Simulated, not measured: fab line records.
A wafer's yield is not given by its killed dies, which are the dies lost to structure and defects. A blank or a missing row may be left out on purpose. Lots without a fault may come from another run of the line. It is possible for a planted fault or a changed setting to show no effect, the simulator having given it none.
fab line records | flow sky130
record: lots: 14 | wafers: 42 | lastDay: 50
route steps=708 shown POLY_GATE@236 LDD_N@254 LDD_HVN@276 SD_N@346
lots with no fault: from the same line, run without faults
startH: hours from the record's first day to the start of the lot's first wafer shown | waitH: time in hours since the lot's previous step | " same as the row above | L1.1+2: a single row standing in for several wafers | - value missing, or start not given | * or withheld: withheld | < > ~ a bound
route shown NAME@n: names a module that has steps shown in the file, with the first one's number in the route | usual: the fault-free wafers' mean and standard deviation | same: alike in all rows | chamber/n: place in a boat | sites: readings site by site | _std_site: how widely they spread, as a standard deviation | _edge_site: the outer-site mean with the inner-site mean subtracted | radiusMm: for every site, how far away it sits from the centre of the wafer | mask NAME#n: copy n | behind: tool/chamber where the wafer was last shaped | hold: why the lot went on hold/how many hours it stayed there/how the hold came to an end | device: the n, p or np transistor that did not switch | end of line: tests run on the same wafers once the route is complete | a step without rows: its recipe alone | killed: not the wafer's yield, but the dies lost to structure and defects at the first sort | map: dies across one wafer; x = killed, . = not, _ = none there
set.NAME: the setting that was run; set.NAME@STEP: the one run at that earlier step | model.NAME: the simulator's own value behind a step, which no gauge read
steps of the route over a sample of lots; a table a step, a row a wafer
services: a tool's chamber out of use, with start hour (startH, from the record's first day; less than 0 if before it), hours out, and reason
== steps ==
step: SKY_POLY_GATE_CD_MEAS_22
usual: cdNm: 150/3.1
lot.wafer | tool     | chamber | startH | waitH | cdNm
L213.1    | cdSem-01 | -       | 370.94 | 0.1   | 154
L213.3    | "        | -       | "      | "     | 145
L213.5    | "        | -       | "      | "     | 146
L215.2    | cdSem-01 | -       | 391.26 | 0.1   | 143
L215.5    | "        | -       | "      | "     | 152
L215.6    | "        | -       | "      | "     | 143
L221.1    | cdSem-01 | -       | 456.13 | 0.1   | 150
L221.2    | "        | -       | "      | "     | 155
L221.5    | "        | -       | "      | "     | 156
L222.2    | cdSem-02 | -       | 456.16 | 0.1   | 148
L222.3    | "        | -       | "      | "     | 150
L222.5    | "        | -       | "      | "     | 147
L225.2    | cdSem-02 | -       | 475.00 | 0.1   | 150
L225.3    | "        | -       | "      | "     | 150
L225.5    | "        | -       | "      | "     | 150
L226.1    | cdSem-01 | -       | 485.62 | 0.1   | 149
L226.2    | "        | -       | "      | "     | 150
L226.3    | "        | -       | "      | "     | 152
L227.1    | cdSem-02 | -       | 496.02 | 0.1   | 146
L227.2    | "        | -       | "      | "     | 150
L227.6    | "        | -       | "      | "     | 148
L228.1    | cdSem-02 | -       | 509.80 | 0.1   | 153
L228.2    | "        | -       | "      | "     | 153
L228.4    | "        | -       | "      | "     | 153
L229.3    | cdSem-01 | -       | 511.59 | 0.1   | 149
L229.5    | "        | -       | "      | "     | 148
L229.6    | "        | -       | "      | "     | 143
L231.2    | cdSem-01 | -       | 523.56 | 0.1   | 147
L231.3    | "        | -       | "      | "     | 152
L231.6    | "        | -       | "      | "     | 144
L232.1    | cdSem-02 | -       | 534.43 | 0.1   | 152
L232.2    | "        | -       | "      | "     | 152
L232.5    | "        | -       | "      | "     | 155
L233.2    | cdSem-02 | -       | 537.46 | 0.1   | 149
L233.3    | "        | -       | "      | "     | 149
L233.4    | "        | -       | "      | "     | 148
L235.1    | cdSem-01 | -       | 560.29 | 0.1   | 145
L235.3    | "        | -       | "      | "     | 147
L235.4    | "        | -       | "      | "     | 146
L236.2    | cdSem-01 | -       | 565.81 | 0.1   | 151
L236.4    | "        | -       | "      | "     | 149
L236.5    | "        | -       | "      | "     | 151
step: SKY_LDD_N_TW_MEAS_17
usual: LDD_N_TW: 2624/17
lot.wafer | tool         | chamber | startH | waitH | LDD_N_TW
L213.1    | filmMetro-02 | -       | 401.52 | 0.1   | 2634
L213.3    | "            | -       | "      | "     | 2624
L213.5    | "            | -       | "      | "     | 2640
L215.2    | filmMetro-04 | -       | 422.83 | 0.1   | 2629
L215.5    | "            | -       | "      | "     | 2656
L215.6    | "            | -       | "      | "     | 2620
L222.2    | filmMetro-02 | -       | 487.07 | 0.1   | 2605
L222.3    | "            | -       | "      | "     | 2616
L222.5    | "            | -       | "      | "     | 2621
L221.1    | filmMetro-02 | -       | 487.41 | 0.1   | 2617
L221.2    | "            | -       | "      | "     | 2610
L221.5    | "            | -       | "      | "     | 2616
L225.2    | filmMetro-02 | -       | 507.67 | 0.1   | 2598
L225.3    | "            | -       | "      | "     | 2617
L225.5    | "            | -       | "      | "     | 2604
L226.1    | filmMetro-04 | -       | 517.86 | 0.1   | 2639
L226.2    | "            | -       | "      | "     | 2641
L226.3    | "            | -       | "      | "     | 2616
L227.1    | filmMetro-04 | -       | 527.86 | 0.1   | 2643
L227.2    | "            | -       | "      | "     | 2635
L227.6    | "            | -       | "      | "     | 2635
L228.1    | filmMetro-01 | -       | 541.01 | 0.1   | 2612
L228.2    | "            | -       | "      | "     | 2609
L228.4    | "            | -       | "      | "     | 2609
L229.3    | filmMetro-04 | -       | 542.88 | 0.1   | 2643
L229.5    | "            | -       | "      | "     | 2635
L229.6    | "            | -       | "      | "     | 2633
L231.2    | filmMetro-02 | -       | 554.87 | 0.1   | 2605
L231.3    | "            | -       | "      | "     | 2615
L231.6    | "            | -       | "      | "     | 2602
L232.1    | filmMetro-04 | -       | 565.54 | 0.1   | 2648
L232.2    | "            | -       | "      | "     | 2654
L232.5    | "            | -       | "      | "     | 2629
L233.2    | filmMetro-01 | -       | 568.77 | 0.1   | 2630
L233.3    | "            | -       | "      | "     | 2634
L233.4    | "            | -       | "      | "     | 2637
L235.1    | filmMetro-01 | -       | 590.76 | 0.1   | 2587
L235.3    | "            | -       | "      | "     | 2591
L235.4    | "            | -       | "      | "     | 2601
L236.2    | filmMetro-04 | -       | 595.62 | 0.1   | 2636
L236.4    | "            | -       | "      | "     | 2642
L236.5    | "            | -       | "      | "     | 2641
step: SKY_LDD_HVN_STRIP_09
recipe: chemistry: O2/N2 | powerW: 1400 | pressureMtorr: 1500 | platenTempC: withheld | o2FlowSccm: 3000 | n2FlowSccm: 300 | overashFraction: 0.5
usual: chamberPressureMTorr: 1500.1/1.5 | drypumpMotorCurrentA: 5.6/0.67 | oesProductAu: 0.408/0.0051 | stripTimeToEndpointS: 4.139/0.013
lot.wafer | tool           | chamber | startH | waitH | chamberPressureMTorr | drypumpMotorCurrentA | oesProductAu | rfHoursCounterH | stripTimeToEndpointS
L213.1    | plasmaAsher-04 | 1       | 462.96 | 0.1   | 1501.0               | 4.7                  | 0.407        | 76              | 4.153
L213.3    | "              | 1       | "      | "     | 1497.2               | 4.7                  | 0.409        | -               | 4.155
L213.5    | "              | 0       | "      | "     | 1500.5               | 6.5                  | 0.407        | -               | 4.142
L215.2    | plasmaAsher-04 | 1       | 483.61 | 0.1   | 1499.5               | 4.7                  | 0.410        | 80              | 4.135
L215.5    | "              | 0       | "      | "     | 1500.9               | 6.5                  | 0.407        | -               | 4.122
L215.6    | "              | 1       | "      | "     | 1499.8               | 4.7                  | 0.419        | -               | 4.144
L222.2    | plasmaAsher-04 | 1       | 547.41 | 0.1   | 1499.4               | 4.7                  | 0.413        | 87              | 4.138
L222.3    | "              | 0       | "      | "     | 1502.2               | 6.5                  | 0.419        | -               | 4.150
L222.5    | "              | 1       | "      | "     | 1497.6               | 4.7                  | 0.411        | -               | 4.158
L221.1    | plasmaAsher-01 | 0       | 547.96 | 0.1   | 1499.6               | 6.2                  | 0.403        | 37              | 4.125
L221.2    | "              | 1       | "      | "     | 1498.5               | 5.4                  | 0.409        | 37              | 4.119
L221.5    | "              | 0       | "      | "     | 1500.9               | 6.1                  | 0.409        | -               | 4.127
L225.2    | plasmaAsher-01 | 0       | 568.60 | 0.1   | 1500.3               | 6.2                  | 0.405        | 40              | 4.135
L225.3    | "              | 1       | "      | "     | 1497.8               | 5.5                  | 0.400        | -               | 4.127
L225.5    | "              | 0       | "      | "     | 1500.0               | 6.2                  | 0.411        | -               | 4.112
L226.1    | plasmaAsher-04 | 0       | 577.86 | 0.1   | 1502.0               | 6.5                  | 0.404        | 90              | 4.144
L226.2    | "              | 1       | "      | "     | 1501.3               | 4.7                  | 0.405        | 90              | 4.145
L226.3    | "              | 0       | "      | "     | 1499.7               | 6.5                  | 0.408        | -               | 4.148
L227.1    | plasmaAsher-04 | 0       | 588.06 | 0.1   | 1501.7               | 6.5                  | 0.409        | 91              | 4.142
L227.2    | "              | 1       | "      | "     | 1500.5               | 4.7                  | 0.406        | 91              | 4.161
L227.6    | "              | 0       | "      | "     | 1500.1               | 6.5                  | 0.405        | -               | 4.144
L228.1    | plasmaAsher-03 | 1       | 600.06 | 0.1   | 1501.7               | 5.3                  | 0.404        | 81              | 4.147
L228.2    | "              | 0       | "      | "     | 1502.1               | 5.8                  | 0.416        | 81              | 4.145
L228.4    | "              | 0       | "      | "     | 1499.9               | 5.8                  | 0.411        | -               | 4.129
L229.3    | plasmaAsher-03 | 0       | 602.29 | 0.1   | 1499.1               | 5.8                  | 0.407        | -               | 4.137
L229.5    | "              | 0       | "      | "     | 1500.3               | 5.8                  | 0.403        | -               | 4.139
L229.6    | "              | 1       | "      | "     | 1503.1               | 5.3                  | 0.411        | -               | 4.124
L231.2    | plasmaAsher-04 | 1       | 613.31 | 0.1   | 1498.7               | 4.8                  | 0.401        | 94              | 4.165
L231.3    | "              | 1       | "      | "     | 1499.7               | 4.7                  | 0.412        | -               | 4.141
L231.6    | "              | 1       | "      | "     | 1499.2               | 4.7                  | 0.401        | -               | 4.130
L232.1    | plasmaAsher-01 | 0       | 622.10 | 0.1   | 1501.2               | 6.2                  | 0.403        | 44              | 4.141
L232.2    | "              | 1       | "      | "     | 1500.2               | 5.5                  | 0.404        | 44              | 4.123
L232.5    | "              | 0       | "      | "     | 1499.8               | 6.2                  | 0.408        | -               | 4.131
L233.2    | plasmaAsher-04 | 0       | 625.81 | 0.1   | 1495.5               | 6.5                  | 0.419        | 95              | 4.153
L233.3    | "              | 1       | "      | "     | 1498.2               | 4.7                  | 0.417        | -               | 4.146
L233.4    | "              | 0       | "      | "     | 1500.1               | 6.5                  | 0.412        | -               | 4.171
L235.1    | plasmaAsher-04 | 1       | 646.91 | 0.1   | 1500.3               | 4.7                  | 0.413        | 97              | 4.127
L235.3    | "              | 0       | "      | "     | 1500.6               | 6.5                  | 0.404        | -               | 4.150
L235.4    | "              | 1       | "      | "     | 1501.9               | 4.7                  | 0.418        | -               | 4.141
L236.2    | plasmaAsher-04 | 1       | 651.36 | 0.1   | 1500.8               | 4.7                  | 0.405        | 98              | 4.124
L236.4    | "              | 0       | "      | "     | 1499.2               | 6.5                  | 0.408        | -               | 4.133
L236.5    | "              | 1       | "      | "     | 1500.3               | 4.7                  | 0.413        | -               | 4.134
step: SKY_SD_N_EXPOSE_04
recipe: maskId: NSDM | na: 0.6 | sourceShape: conventional | sigmaOuter: 0.6 | polarization: unpolarized | targetCdNm: 380 | doseMj: 141
usual: exposureDoseMJCm2: 140.96/0.15 | focusOffsetNm: 0.0/0.46 | sigmaOuter: 0.6/0
lot.wafer | tool            | chamber | startH | waitH | mask   | exposureDoseMJCm2 | focusOffsetNm | sigmaOuter
L213.1    | ilineStepper-02 | 0       | 629.13 | -     | NSDM#0 | 141.05            | 0.7           | 0.6
L213.3    | "               | 0       | "      | "     | NSDM#0 | 141.00            | 0.0           | 0.6
L213.5    | "               | 0       | "      | "     | NSDM#0 | 141.05            | 0.8           | 0.6
L215.2    | ilineStepper-02 | 0       | 647.55 | -     | NSDM#0 | 140.95            | -0.2          | 0.6
L215.5    | "               | 0       | "      | "     | NSDM#0 | 140.87            | 0.4           | 0.6
L215.6    | "               | 0       | "      | "     | NSDM#0 | 141.03            | -1.0          | 0.6
L222.2    | ilineStepper-01 | -       | 720.37 | -     | NSDM#0 | -                 | -             | -
L222.3    | "               | -       | "      | "     | NSDM#0 | -                 | -             | -
L222.5    | "               | -       | "      | "     | NSDM#0 | -                 | -             | -
L221.1    | ilineStepper-01 | -       | 720.93 | -     | NSDM#0 | -                 | -             | -
L221.2    | "               | -       | "      | "     | NSDM#0 | -                 | -             | -
L221.5    | "               | -       | "      | "     | NSDM#0 | -                 | -             | -
L225.2    | ilineStepper-01 | 0       | 727.00 | -     | NSDM#0 | 140.92            | -0.2          | 0.6
L225.3    | "               | 0       | "      | "     | NSDM#0 | 141.08            | 0.3           | 0.6
L225.5    | "               | 0       | "      | "     | NSDM#0 | 140.80            | 0.1           | 0.6
L226.1    | ilineStepper-01 | 0       | 737.38 | -     | NSDM#0 | 140.94            | -0.8          | 0.6
L226.2    | "               | 0       | "      | "     | NSDM#0 | 140.97            | 0.1           | 0.6
L226.3    | "               | 0       | "      | "     | NSDM#0 | 141.13            | -0.8          | 0.6
L227.1    | ilineStepper-01 | 0       | 745.23 | -     | NSDM#0 | 140.91            | -0.1          | 0.6
L227.2    | "               | 0       | "      | "     | NSDM#0 | 140.98            | -0.5          | 0.6
L227.6    | "               | 0       | "      | "     | NSDM#0 | 141.08            | 0.0           | 0.6
L228.1    | ilineStepper-02 | 0       | 756.10 | -     | NSDM#0 | 140.92            | 0.2           | 0.6
L228.2    | "               | 0       | "      | "     | NSDM#0 | 140.71            | 0.7           | 0.6
L228.4    | "               | 0       | "      | "     | NSDM#0 | 140.74            | 0.5           | 0.6
L229.3    | ilineStepper-01 | 0       | 757.24 | -     | NSDM#0 | 141.09            | 0.2           | 0.6
L229.5    | "               | 0       | "      | "     | NSDM#0 | 141.13            | 0.1           | 0.6
L229.6    | "               | 0       | "      | "     | NSDM#0 | 141.07            | 0.0           | 0.6
L231.2    | ilineStepper-01 | 0       | 767.50 | -     | NSDM#0 | 140.90            | 0.1           | 0.6
L231.3    | "               | 0       | "      | "     | NSDM#0 | 140.82            | -0.1          | 0.6
L231.6    | "               | 0       | "      | "     | NSDM#0 | 141.11            | -0.1          | 0.6
L232.1    | ilineStepper-01 | 0       | 775.63 | -     | NSDM#0 | 140.88            | -0.2          | 0.6
L232.2    | "               | 0       | "      | "     | NSDM#0 | 141.17            | 0.4           | 0.6
L232.5    | "               | 0       | "      | "     | NSDM#0 | 140.96            | -0.5          | 0.6
L233.2    | ilineStepper-01 | 0       | 781.30 | -     | NSDM#0 | 140.99            | -0.3          | 0.6
L233.3    | "               | 0       | "      | "     | NSDM#0 | 141.03            | 0.0           | 0.6
L233.4    | "               | 0       | "      | "     | NSDM#0 | 140.94            | 0.2           | 0.6
L235.1    | ilineStepper-02 | 0       | 800.55 | -     | NSDM#0 | 140.87            | 0.5           | 0.6
L235.3    | "               | 0       | "      | "     | NSDM#0 | 140.73            | -0.7          | 0.6
L235.4    | "               | 0       | "      | "     | NSDM#0 | 140.78            | 0.2           | 0.6
L236.2    | ilineStepper-01 | 0       | 803.21 | -     | NSDM#0 | 141.21            | -0.2          | 0.6
L236.4    | "               | 0       | "      | "     | NSDM#0 | 141.27            | -0.2          | 0.6
L236.5    | "               | 0       | "      | "     | NSDM#0 | 141.00            | -0.5          | 0.6
== services ==
tool            | chamber | startH | hours | kind
plasmaAsher-01  | -       | 456.44 | 28.1  | pm
ilineStepper-01 | 0       | 460.04 | -     | calibration
ilineStepper-02 | -       | 482.81 | 1.7   | pm
plasmaAsher-01  | -       | 486.24 | 1.1   | repair
plasmaAsher-01  | -       | 490.53 | 2.8   | pm
ilineStepper-01 | -       | 513.93 | 2.1   | repair
ilineStepper-02 | -       | 535.98 | 2.2   | repair
plasmaAsher-03  | -       | 547.75 | 0.9   | repair
ilineStepper-01 | -       | 583.71 | 2.1   | pm
ilineStepper-01 | -       | 585.79 | -     | consumableReplace:lamp
plasmaAsher-01  | -       | 606.77 | 4.9   | repair
plasmaAsher-03  | -       | 632.64 | 8.8   | repair
plasmaAsher-03  | -       | 654.59 | 32.7  | pm
ilineStepper-01 | -       | 655.74 | 1.7   | pm
ilineStepper-01 | 0       | 673.82 | -     | calibration
plasmaAsher-04  | -       | 683.13 | 2.8   | pm
ilineStepper-02 | -       | 700.99 | 1.7   | pm
ilineStepper-02 | -       | 726.06 | 11.5  | repair
plasmaAsher-04  | -       | 733.75 | 9.0   | pm
ilineStepper-02 | -       | 758.49 | 2.1   | pm
plasmaAsher-03  | -       | 765.19 | 2.8   | pm
plasmaAsher-04  | -       | 784.45 | 4.2   | repair
plasmaAsher-01  | -       | 794.23 | 10.0  | pm
ilineStepper-02 | -       | 801.52 | 7.0   | repair
== key ==
firstSign: step: SKY_SD_N_EXPOSE_04 | reading: toolRecord | direction: missing
effect none on later readings
metAt SKY_SD_N_EXPOSE_04
struckLots L221,L222
sortLeftOut L221.1,L221.2,L221.5,L222.2,L222.3,L222.5
testerLeftOut L221,L222
notActingAt SKY_POLY_GATE_CD_MEAS_22,SKY_LDD_N_TW_MEAS_17,SKY_LDD_HVN_STRIP_09
fault: kind: skippedStepWhole | tool: ilineStepper-01 | chamber: - | onsetH: 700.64 | steps: SKY_SD_N_EXPOSE_04 | scope: struckLotsOnly
testerLeftOut: of these lots the tester's yield and bins aren't shown, on N5 and GAA mostly nor the transistor test; their killed dies are dies lost to structure and defects alone, not to doping, threshold or leakage, so they don't give the yield
sortLeftOut: the simulated sort isn't trusted on such a fault, so these wafers' sort isn't shown, and their yield isn't known
